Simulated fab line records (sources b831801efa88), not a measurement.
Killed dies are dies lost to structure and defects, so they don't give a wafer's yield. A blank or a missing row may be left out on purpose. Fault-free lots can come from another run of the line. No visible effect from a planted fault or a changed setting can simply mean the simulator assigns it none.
fab line records | flow sky130 | part 2 of 2: steps 26 to 35 of 35
record: lots: 5 wafers: 15 lastDay: 49
route steps=708 shown METAL4@628 VIA4@639 METAL5@661
lots untouched by any fault: they come from a run of this same line in which no faults occurred
startH: hours from the record's opening day to when the first of the lot's shown wafers began | waitH: hours elapsed since this lot's preceding step | " repeats the value in the row above | L1.1+2: one row covering several wafers at once | - no value, or no start was given | * or withheld: withheld | < > ~ a bound
route shown NAME@n: names a module that has steps shown in the file, with the first one's number in the route | usual: mean and standard deviation over wafers with no fault | same: alike in all rows | chamber/n: place in a boat | sites: the reading at each site | _std_site: standard deviation across them | _edge_site: the outer-site mean with the inner-site mean subtracted | radiusMm: how far each site lies from the wafer's centre | mask NAME#n: copy n | behind: the tool/chamber that last shaped the wafer | hold: why the lot went on hold/how many hours it stayed there/how the hold came to an end | device: names the non-switching transistor (n, p or np) | end of line: the tests these same wafers got at the end of their route | for a step that has no rows: nothing shown but its recipe | killed: dies that structure and defects cost at the first sort, which is not the same as the wafer's yield | map: a wafer's dies, marking killed ones x, the rest . and places with no die _
set.NAME: the setting as run; set.NAME@STEP: as run at that earlier step | model.NAME: the simulator's own value behind a step, which no gauge read
lots seen at some steps along the route; tables by step, rows by wafer
services: when a tool's chamber went out of use (startH, in hours from the record's first day, below 0 if earlier), for how many hours, and the reason
== steps ==
step: SKY_VIA4_STRIP_14
recipe: chemistry: postEtchResidueRemover timeS: 1200 tempC: 72.5
columns lot.wafer tool chamber startH waitH
L076.3+4+6 wetBench-03 3 1024.26 0.0
L078.3+4+5 wetBench-04 0 1033.45 0.0
L082.1+2+3 wetBench-01 1 1063.65 0.1
L092.1+2+6 wetBench-01 2 1117.87 0.1
L094.2+4+6 wetBench-03 1 1130.41 0.1
step: SKY_VIA4_CLEAN_15
recipe: chemistry: IPA timeS: 180 tempC: 25
columns lot.wafer tool chamber startH waitH
L076.3+4+6 wetBench-03 1 1024.60 0.0
L078.3+4+5 wetBench-04 0 1033.79 0.0
L082.1+2+3 wetBench-04 3 1063.99 0.0
L092.1+2+6 wetBench-01 1 1118.21 0.0
L094.2+4+6 wetBench-01 3 1130.82 0.1
step: SKY_VIA4_CLEAN_16
recipe: chemistry: O3/DIW dry: n2Spin
columns lot.wafer tool chamber startH waitH
L076.3+4+6 wetBench-01 3 1024.66 0.0
L078.3+4+5 wetBench-01 1 1033.85 0.0
L082.1+2+3 wetBench-01 1 1064.05 0.0
L092.1+2+6 wetBench-01 3 1118.27 0.0
L094.2+4+6 wetBench-01 1 1130.87 0.0
step: SKY_VIA4_SPUTTER_17
recipe: material: TiN targetThkNm: 20 chamberPressurePa: 5 powerW: 4000 timeS: 80
usual: cathodeDcPowerW: 4000.0/0.69 throttleValvePct: 29.6/1.3
columns lot.wafer tool chamber startH waitH cathodeDcPowerW throttleValvePct
L076.3 pvdSputter-01 - 1024.75 0.0 3999.5 29.0
L076.4 " - " " 4000.5 26.5
L076.6 " - " " 4001.2 29.0
L078.3 pvdSputter-01 - 1033.94 0.0 3999.4 26.6
L078.4 " - " " 4000.1 29.3
L078.5 " - " " 4000.5 30.2
L082.1 pvdSputter-01 - 1064.14 0.0 3999.6 29.2
L082.2 " - " " 4000.4 29.2
L082.3 " - " " 4001.6 26.4
L092.1 pvdSputter-01 - 1118.36 0.0 3999.9 26.3
L092.2 " - " " 4000.1 29.1
L092.6 " - " " 4000.0 29.3
L094.2 pvdSputter-01 - 1130.97 0.0 4000.6 29.0
L094.4 " - " " 3999.1 26.6
L094.6 " - " " 4000.0 29.2
step: SKY_VIA4_CVD_18
recipe: material: W targetThkNm: 505 timeS: 152.14 tempC: 400 pressureTorr: 40
usual: heaterPowerW: 836/85
columns lot.wafer tool chamber startH waitH heaterPowerW
L076.3 cvdW-02 0 1024.87 0.1 884
L076.4 " 1 " " 758
L076.6 " 1 " " 749
L078.3 cvdW-02 0 1034.05 0.1 897
L078.4 " 1 " " 767
L078.5 " 1 " " 757
L082.1 cvdW-02 1 1064.20 0.0 776
L082.2 " 0 " " 886
L082.3 " 1 " " 747
L092.1 cvdW-02 0 1118.42 0.0 910
L092.2 " 1 " " 768
L092.6 " 1 " " 765
L094.2 cvdW-02 0 1131.03 0.0 878
L094.4 " 0 " " 899
L094.6 " 0 " " 871
step: SKY_VIA4_RS_MEAS_19
recipe: thkMeasGauge: four-point-probe reads: W_of_VIA4_CVD_18+TiN_of_VIA4_SPUTTER_17
usual: VIA4_W_RS: 0.2292/0.0026
columns lot.wafer tool chamber startH waitH VIA4_W_RS[ohm/sq]
L076.3 filmMetro-02 - 1025.01 0.1 0.2278
L076.4 " - " " 0.2257
L076.6 " - " " 0.2278
L078.3 filmMetro-02 - 1034.19 0.1 0.2312
L078.4 " - " " 0.2279
L078.5 " - " " 0.2293
L082.1 filmMetro-04 - 1064.35 0.1 0.2246
L082.2 " - " " 0.2306
L082.3 " - " " 0.2247
L092.1 filmMetro-01 - 1118.58 0.1 0.2332
L092.2 " - " " 0.2289
L092.6 " - " " 0.2294
L094.2 filmMetro-04 - 1131.20 0.1 0.2311
L094.4 " - " " 0.2339
L094.6 " - " " 0.2334
step: SKY_VIA4_THK_MEAS_20
recipe: thkMeasGauge: xrf reads: W_of_VIA4_CVD_18
usual: VIA4_W_THK: 497/7.6
columns lot.wafer tool chamber startH waitH VIA4_W_THK[nm]
L076.3 filmMetro-02 - 1025.11 0.1 498
L076.4 " - " " 503
L076.6 " - " " 497
L078.3 filmMetro-02 - 1034.29 0.1 483
L078.4 " - " " 491
L078.5 " - " " 489
L082.1 filmMetro-04 - 1064.47 0.1 507
L082.2 " - " " 494
L082.3 " - " " 505
L092.1 filmMetro-01 - 1118.70 0.1 495
L092.2 " - " " 504
L092.6 " - " " 501
L094.2 filmMetro-04 - 1131.31 0.1 498
L094.4 " - " " 486
L094.6 " - " " 491
step: SKY_VIA4_CMP_21
recipe: stopOn: SiO2 tOverpolishS: 25 downForcePsi: 3.5 platenRpm: 60 targetThkNm: 0 padVelocityMS: 0.94248
usual: motorCurrentA: 11.9/0.62 overpolishRunS: 25.001/0.0098 timeToEndpointS: 119/3.7
columns lot.wafer tool chamber startH waitH motorCurrentA overpolishRunS timeToEndpointS
L076.3 cmp-02 3 1025.20 0.1 11.8 25.009 125
L076.4 " 1 " " 10.5 24.999 122
L076.6 " 2 " " 11.1 25.006 121
L078.4 cmp-02 3 1034.38 0.1 11.9 25.006 117
L078.3 " 0 " " 12.7 24.996 114
L078.5 " 2 " " 10.8 24.991 116
L082.3 cmp-01 2 1064.53 0.0 12.7 25.007 124
L082.1 " 3 " " 11.7 24.979 124
L082.2 " 0 " " 12.7 25.006 114
L092.2 cmp-01 3 1118.81 0.1 11.5 24.998 115
L092.1 " 1 " " 11.3 25.003 109
L092.6 " 3 " " 11.2 24.996 114
L094.4 cmp-01 0 1131.58 0.2 12.5 24.996 111
L094.2 " 1 " " 11.8 24.986 113
L094.6 " 3 " " 11.6 24.991 116
step: SKY_METAL5_SPUTTER_00
recipe: material: Ti targetThkNm: 15 powerW: 3000 timeS: 10 chamberPressurePa: 0.4
usual: cathodeDcPowerW: 3000.0/0.57 throttleValvePct: 30.0/1.2
columns lot.wafer tool chamber startH waitH cathodeDcPowerW throttleValvePct
L076.3 pvdSputter-04 - 1025.45 0.2 2999.3 30.7
L076.4 " - " " 2999.5 29.9
L076.6 " - " " 3000.7 29.5
L078.3 pvdSputter-04 - 1034.63 0.1 2999.2 29.8
L078.4 " - " " 2999.9 30.8
L078.5 " - " " 2999.8 30.7
L082.1 pvdSputter-03 - 1064.83 0.2 2999.3 31.0
L082.2 " - " " 2999.9 30.9
L082.3 " - " " 3000.2 31.5
L092.1 pvdSputter-04 - 1119.06 0.1 2999.3 29.5
L092.2 " - " " 3000.0 30.0
L092.6 " - " " 3000.3 30.2
L094.2 pvdSputter-01 - 1131.78 0.1 2999.4 26.5
L094.4 " - " " 2999.9 26.4
L094.6 " - " " 2999.5 29.0
step: SKY_METAL5_SPUTTER_01
recipe: material: TiN targetThkNm: 20 powerW: 6500 timeS: 16.7 chamberPressurePa: 0.4
usual: cathodeDcPowerW: 6500.0/1.2 throttleValvePct: 30.0/1.2
columns lot.wafer tool chamber startH waitH cathodeDcPowerW throttleValvePct
L076.3 pvdSputter-04 - 1025.47 0.0 6499.0 30.6
L076.4 " - " " 6499.6 30.1
L076.6 " - " " 6499.8 29.5
L078.3 pvdSputter-04 - 1034.66 0.0 6500.4 30.2
L078.4 " - " " 6500.3 30.5
L078.5 " - " " 6498.4 30.7
L082.1 pvdSputter-03 - 1064.86 0.0 6499.5 30.9
L082.2 " - " " 6500.4 31.1
L082.3 " - " " 6500.0 31.6
L092.1 pvdSputter-04 - 1119.08 0.0 6499.7 29.4
L092.2 " - " " 6502.5 30.0
L092.6 " - " " 6499.6 29.9
L094.2 pvdSputter-01 - 1131.80 0.0 6501.9 26.4
L094.4 " - " " 6500.3 26.3
L094.6 " - " " 6498.6 29.4
== services ==
columns tool chamber startH hours kind
wetBench-01 - 996.56 9.1 repair
pvdSputter-04 - 1001.84 2.2 repair
rieDiel-04 2 1010.64 4.4 repair
cvdW-02 - 1010.77 0.5 repair
ilineStepper-02 - 1011.44 1.9 repair
cvdW-02 - 1026.31 6.0 pm
rieDiel-04 3 1030.88 9.3 repair
wetBench-01 - 1053.16 1.5 repair
plasmaAsher-02 - 1055.29 9.0 pm
hdpcvd-02 - 1057.26 2.8 pm
rieDiel-04 - 1073.34 28.1 pm
cmp-02 - 1075.70 0.5 repair
cmp-01 - 1084.06 4.0 pm
cmp-02 - 1087.68 1.2 repair
cmp-01 - 1094.89 1.5 repair
cmp-02 - 1096.71 4.3 pm
pvdSputter-01 - 1098.03 2.3 repair
rieMetal-02 - 1100.26 0.9 repair
cmp-02 - 1106.46 1.0 repair
wetBench-04 - 1107.41 34.3 repair
cmp-01 - 1107.73 5.7 pm
rieMetal-03 - 1110.64 0.6 repair
rieDiel-04 - 1112.32 0.4 repair
rieDiel-04 0 1112.84 15.1 repair
